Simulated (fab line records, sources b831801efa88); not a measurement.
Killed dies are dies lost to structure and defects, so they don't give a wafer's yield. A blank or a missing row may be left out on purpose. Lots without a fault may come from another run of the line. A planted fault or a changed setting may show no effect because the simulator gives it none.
Problem report in the 8D (eight disciplines) form, filled by code | flow gf180mcu | the parts of the form that need people (team, actions taken, sign-off) are left out

1. THE PROBLEM
HV_LDD_3_TW at GF_HV_LDD_TW_MEAS_38 reads a mean of 1352 on 6 wafers of 2 lots; wafers without a fault read 1448 with a standard deviation of 9.2. That is -10 standard deviations from the usual mean.
First seen on wafer L124.1, day 15 02:12, on film_metro-02. The record holds 39 wafers of 13 lots with a number at this step. Rule for "out", or "out of limits": more than 4 standard deviations from the usual mean. The other wafers with a number count as sound.

2. WHAT IT IS AND WHAT IT IS NOT
question                    | is                           | is not
which readings at this step | HV_LDD_3_TW                  | -
which lots                  | L124, L125                   | L114, L115, L116, L119, L121, L122, L123, L131, L134, L135, L136
which wafers of those lots  | all that have a number       | -
read on which gauges        | film_metro-02, film_metro-03 | film_metro-01
when                        | from day 15 02:12            | up to then (21 sound wafers); but 12 sound wafers of L131, L134, L135, L136 came after

3. SUSPECTS, AND WHAT RULES EACH OUT
Counting: a tool at a process step up to the reading stays a suspect if it ran every lot that is out and no sound lot after the first of them.
- the gauge at GF_HV_LDD_TW_MEAS_38: ruled out. The wafers that are out were read on 2 gauges (film_metro-02, film_metro-03).
- implanter-04 at GF_HV_LDD_IMPLANT_34: kept. It ran every lot that is out, first L124 (day 15 01:38), and no sound lot after that; its last sound lot up to then is L122 (day 14 12:11). Its own readings are out on those wafers: dose_ions_cm2, faraday_current_uA.
Left after counting: implanter-04 at GF_HV_LDD_IMPLANT_34.

4. THE CAUSE (what the simulator had put in)
Process parameter drift: implanter-04, from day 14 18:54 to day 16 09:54, at GF_HV_LDD_IMPLANT_34. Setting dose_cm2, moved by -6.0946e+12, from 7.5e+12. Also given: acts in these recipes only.
Counting left only this tool.

5. THE CHAIN OF EFFECTS, in route order
Each row: a reading whose mean over the struck wafers that have a number lies more than 3 standard deviations from the usual. Only readings for which the record gives a usual standard deviation are gone through. hours: the time from each lot's start at the first step in this table that gives one to its start at this step, as a median over the lots. sigmas: the change in usual standard deviations.
hours | step                 | reading            | usual        | on struck wafers | change   | sigmas
0     | GF_HV_LDD_IMPLANT_34 | dose_ions_cm2      | 7.5e+12      | 1.4e+12          | -6.1e+12 | -99 or more
0     | GF_HV_LDD_IMPLANT_34 | faraday_current_uA | 42.2         | 8.0              | -34.2    | -43
1     | GF_HV_LDD_TW_MEAS_38 | HV_LDD_3_TW        | 1448         | 1352             | -96      | -10
23    | GF_HV_LDD_RS_MEAS_53 | HV_LDD_RS          | 418.6 ohm/sq | 434.9            | +16.3    | +17
The process steps in it:
- GF_HV_LDD_IMPLANT_34
Later measuring or inspecting steps at which every struck wafer that the step has a row for has a number for every such reading, and none has moved that far: GF_SALICIDE_RS_MEAS_04, GF_V1_CD_MEAS_14, GF_V1_OVL_MEAS_15.

6. WHAT WOULD HAVE CAUGHT IT SOONER
In this record the first reading out of limits at a measuring or inspecting step was taken at day 15 02:12, 7 hours after the fault began at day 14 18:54.
The tool's own readings at GF_HV_LDD_IMPLANT_34 were out on every struck wafer that the step has a row for (dose_ions_cm2, faraday_current_uA): an alarm limit on them would have fired on the first of those.
Of the lots that are out (2), L125 began GF_HV_LDD_IMPLANT_34 on implanter-04 after day 15 02:12. A hold on the tool at that time would have spared it.
